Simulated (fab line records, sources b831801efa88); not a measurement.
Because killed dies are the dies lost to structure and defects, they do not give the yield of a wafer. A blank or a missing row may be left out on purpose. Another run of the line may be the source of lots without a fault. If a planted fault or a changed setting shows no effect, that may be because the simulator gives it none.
8D (eight disciplines) problem report, filled in by code | flow sky130 | the parts of the form that need people (team, actions taken, sign-off) are left out

## 1. THE PROBLEM
run_length_s at SKY_METAL4_SOFTBAKE_09 reads a mean of 111.57 s on 6 wafers of 2 lots; wafers without a fault read 119.22 s with a standard deviation of 0.15. That is -51 standard deviations from the usual mean.
The step: time 90 s.
Seen first at day 44 10:00 on litho_track-01, wafer L782.3. The record holds 39 wafers of 13 lots with a number at this step. The rule behind "out" and "out of limits": a value lying over 4 standard deviations away from the usual mean. All remaining wafers that have a number are taken as sound.

## 2. WHAT IT IS, AND WHAT IT ISN'T
question                    | is                                 | is not
which readings at this step | run_length_s, heater_power_total_W | chill_plate_temp_C
which lots                  | L782, L786                         | L771, L773, L774, L775, L776, L778, L783, L790, L791, L792, L793
which wafers of those lots  | all that have a number             | -
read on which tools         | litho_track-01                     | litho_track-02, litho_track-03
when                        | from day 44 10:00                  | up to then (18 sound wafers); but 15 sound wafers of L783, L790, L791, L792, L793 came after

## 3. WHAT RULES OUT EACH SUSPECT
Counting: a tool at a process step up to the reading stays a suspect if it ran every lot that is out and no sound lot after the first of them.
- litho_track-01 at SKY_METAL4_SOFTBAKE_09 (time 90 s): kept. It processed each lot that is out, first L782 at day 44 10:00, and no sound lot thereafter; up to then, the last sound lot it processed was L776 at day 43 14:00. Its own heater_power_total_W, run_length_s readings are out on those wafers.
Remaining after the count: litho_track-01 at SKY_METAL4_SOFTBAKE_09.

## 4. THE CAUSE (what the simulator had put in)
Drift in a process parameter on litho_track-01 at SKY_METAL4_SOFTBAKE_09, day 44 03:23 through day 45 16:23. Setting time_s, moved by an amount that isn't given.
The count eliminated every tool but this one.

## 5. THE CHAIN OF EFFECTS, in route order
Each row: a reading whose mean over the struck wafers that have a number lies more than 3 standard deviations from the usual. Readings are gone through only where the record gives a usual standard deviation; hours: the median, over the lots, of the time from a lot's start at the first step in this table giving one to that lot's start at this step; sigmas: the change measured in usual standard deviations.
hours | step                   | reading              | usual    | on struck wafers | change | sigmas
0     | SKY_METAL4_SOFTBAKE_09 | heater_power_total_W | 57.34 W  | 59.10            | +1.76  | +15
0     | SKY_METAL4_SOFTBAKE_09 | run_length_s         | 119.22 s | 111.57           | -7.65  | -51
Process steps it contains:
- SKY_METAL4_SOFTBAKE_09: time 90 s.
Later measuring or inspecting steps at which every struck wafer that the step has a row for has a number for every such reading, and none has moved that far: SKY_VIA4_THK_MEAS_20.

## 6. HOW IT WOULD HAVE BEEN CAUGHT EARLIER
First out-of-limits reading in this record: day 44 10:00, which is 7 hours after fault onset at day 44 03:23.
